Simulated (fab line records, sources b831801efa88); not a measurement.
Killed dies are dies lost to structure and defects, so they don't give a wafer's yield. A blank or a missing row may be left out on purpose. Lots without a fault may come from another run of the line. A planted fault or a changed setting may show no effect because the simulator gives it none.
Which tool did it? | flow sky130 | 11 lots, 33 wafers sampled, at 4 steps of a route of 708

WHAT THE GAUGES READ, wafer by wafer
SKY_LOCAL_INTERCONNECT_OVL_MEAS_12. Usual: LOCAL_INTERCONNECT_OVL -2 nm, standard deviation 4.8.
lot  | measured     | on         | LOCAL_INTERCONNECT_OVL (nm) | flag
L731 | day 31 03:56 | overlay-01 | 7 0 0                       |
L732 | day 31 08:45 | overlay-02 | -2 -3 0                     |
L735 | day 32 04:31 | overlay-02 | -9 -3 -6                    |
L737 | day 33 06:12 | overlay-02 | -1 -4 0                     |
L739 | day 33 23:01 | overlay-01 | -3 -16 -4                   |
L740 | day 34 07:47 | overlay-02 | -4 -4 2                     |
L741 | day 34 09:42 | overlay-02 | 0 0 -8                      |
L743 | day 35 00:32 | overlay-01 | 1 -4 4                      |
L750 | day 36 22:40 | overlay-02 | 0 -10 -7                    |
L751 | day 37 08:09 | overlay-01 | 3 3 4                       |
L752 | day 37 14:06 | overlay-01 | -3 -1 4                     |

SKY_CONTACT_THK_MEAS_03. Usual: CONTACT_HDPCVD_THK 566 nm, standard deviation 4.3.
lot  | measured     | on            | CONTACT_HDPCVD_THK (nm) | flag
L731 | day 31 04:50 | film_metro-03 | 569 562 558             |
L732 | day 31 09:40 | film_metro-01 | 568 566 564             |
L735 | day 32 05:29 | film_metro-02 | 565 565 572             |
L737 | day 33 07:06 | film_metro-02 | 562 564 570             |
L739 | day 33 23:56 | film_metro-03 | 566 559 563             |
L740 | day 34 08:44 | film_metro-01 | 573 574 576             |
L741 | day 34 10:36 | film_metro-02 | 497 495 497 496 496 496 | OFF
L743 | day 35 01:26 | film_metro-02 | 495 497 498 495 497 498 | OFF
L750 | day 36 23:36 | film_metro-03 | 559 569 559             |
L751 | day 37 09:04 | film_metro-02 | 569 564 566             |
L752 | day 37 15:01 | film_metro-02 | 564 569 562             |

WHICH TOOL RAN EACH LOT (tool, then ch and the chambers of the sampled wafers, then the start)
lot  | SKY_LOCAL_INTERCONNECT_METAL_ETCH_14 | SKY_CONTACT_HDPCVD_02
L731 | rie_metal-04 ch 0,1, day 31 04:02    | hdpcvd-01 ch 0,2, day 31 04:47
L732 | rie_metal-03 ch 0,1, day 31 08:51    | hdpcvd-01 ch 0,1, day 31 09:35
L735 | rie_metal-02 ch 0,1, day 32 04:37    | hdpcvd-01 ch 0,2, day 32 05:23
L737 | rie_metal-02 ch 0,1, day 33 06:18    | hdpcvd-01 ch 0,1,2, day 33 07:02
L739 | rie_metal-04 ch 0,1, day 33 23:07    | hdpcvd-02 ch 0,1,2, day 33 23:52
L740 | rie_metal-03 ch 0,1, day 34 07:53    | hdpcvd-01 ch 0,1,2, day 34 08:40
L741 | rie_metal-02 ch 0,1, day 34 09:48    | hdpcvd-01 ch 0,1, day 34 10:32
L743 | rie_metal-04 ch 0,1, day 35 00:38    | hdpcvd-01 ch 1,2, day 35 01:23
L750 | rie_metal-02 ch 0,1, day 36 22:46    | hdpcvd-02 ch 0,1,2, day 36 23:32
L751 | rie_metal-03 ch 0, day 37 08:14      | hdpcvd-01 ch 0,1,2, day 37 08:59
L752 | rie_metal-04 ch 0,1, day 37 14:11    | hdpcvd-02 ch 1,2, day 37 14:56
- SKY_LOCAL_INTERCONNECT_METAL_ETCH_14: etches TiN in Cl2/BCl3, stops on PSG, target depth 110 nm, time 31.4 s.
- SKY_CONTACT_HDPCVD_02: deposits SiO2, target thk 565 nm, time 94.2 s.

WHAT THE TOOLS THEMSELVES READ (means of the sampled wafers that have a number; where no wafer has one, the mark that the record gives instead)
SKY_LOCAL_INTERCONNECT_METAL_ETCH_14. Usual: chamber_pressure_mTorr 10.000 mTorr, standard deviation 0.0093; drypump_motor_current_A 5.7 A, standard deviation 0.53; mfc_cl2_sccm 59.99 sccm, standard deviation 0.17; oes_product_au 0.939 a.u., standard deviation 0.008; throttle_valve_pct 21.903 %, standard deviation 0.0099.
lot  | tool         | chamber_pressure_mTorr (mTorr) | drypump_motor_current_A (A) | mfc_cl2_sccm (sccm) | oes_product_au (a.u.) | throttle_valve_pct (%) | flag
L731 | rie_metal-04 | 9.997                          | 5.2                         | 60.01               | 0.942                 | 21.893                 |
L732 | rie_metal-03 | 10.007                         | 6.0                         | 60.15               | 0.953                 | 21.893                 |
L735 | rie_metal-02 | 9.997                          | 5.7                         | 59.98               | 0.932                 | 21.912                 |
L737 | rie_metal-02 | 9.999                          | 5.9                         | 59.86               | 0.927                 | 21.909                 |
L739 | rie_metal-04 | 10.002                         | 5.2                         | 60.26               | 0.926                 | 21.903                 |
L740 | rie_metal-03 | 10.002                         | 6.0                         | 59.87               | 0.938                 | 21.903                 |
L741 | rie_metal-02 | 9.999                          | 5.7                         | 60.01               | 0.939                 | 21.902                 |
L743 | rie_metal-04 | 10.000                         | 5.2                         | 60.20               | 0.930                 | 21.899                 |
L750 | rie_metal-02 | 10.006                         | 5.9                         | 59.99               | 0.941                 | 21.908                 |
L751 | rie_metal-03 | 10.000                         | 5.7                         | 59.84               | 0.946                 | 21.897                 |
L752 | rie_metal-04 | 9.992                          | 5.2                         | 59.89               | 0.951                 | 21.905                 |

SKY_CONTACT_HDPCVD_02. Usual: run_length_s 121.9 s, standard deviation 0.45; sih4_flow_sccm 60.00 sccm, standard deviation 0.18; susceptor_temp_C 600.0 C, standard deviation 0.31.
lot  | tool      | run_length_s (s) | sih4_flow_sccm (sccm) | susceptor_temp_C (C) | flag
L731 | hdpcvd-01 | 122.0            | 59.93                 | 600.1                |
L732 | hdpcvd-01 | 122.0            | 59.96                 | 600.1                |
L735 | hdpcvd-01 | 121.6            | 59.93                 | 599.7                |
L737 | hdpcvd-01 | 122.0            | 59.97                 | 600.1                |
L739 | hdpcvd-02 | 121.7            | 60.09                 | 600.1                |
L740 | hdpcvd-01 | 121.9            | 59.81                 | 600.0                |
L741 | hdpcvd-01 | 110.5            | 59.88                 | -                    | OFF
L743 | hdpcvd-01 | 110.5            | 60.27                 | -                    | OFF
L750 | hdpcvd-02 | 122.1            | 59.98                 | 599.9                |
L751 | hdpcvd-01 | 122.1            | 59.96                 | 599.9                |
L752 | hdpcvd-02 | 122.3            | 60.23                 | 599.9                |

THE ANSWER, worked out from the rows above alone
Rule: a lot is off if the mean of its wafers that have a number lies more than 3 standard deviations from the usual mean. A lot without any number at a reading at which 4 lots or more have one is off too. The other lots that the step has rows for count as sound. The gauges are gone through in route order, then the tools' own readings, and for those a lot's mean is taken as printed above. The first step at which some lot is off is used, and at that step the reading that is off furthest; a lot without a number counts as furthest.
Off: L741, L743, at SKY_CONTACT_THK_MEAS_03 (CONTACT_HDPCVD_THK).
A tool fits if, at a process step before that reading, it ran every lot that is off, and no sound lot after the first of them. The gauges at SKY_CONTACT_THK_MEAS_03 aren't tried: what is off there is off at SKY_CONTACT_HDPCVD_02 too, on other tools, and a gauge's error can't cause that. None of those tried fits.

WHAT THE SIMULATOR HAD PUT IN
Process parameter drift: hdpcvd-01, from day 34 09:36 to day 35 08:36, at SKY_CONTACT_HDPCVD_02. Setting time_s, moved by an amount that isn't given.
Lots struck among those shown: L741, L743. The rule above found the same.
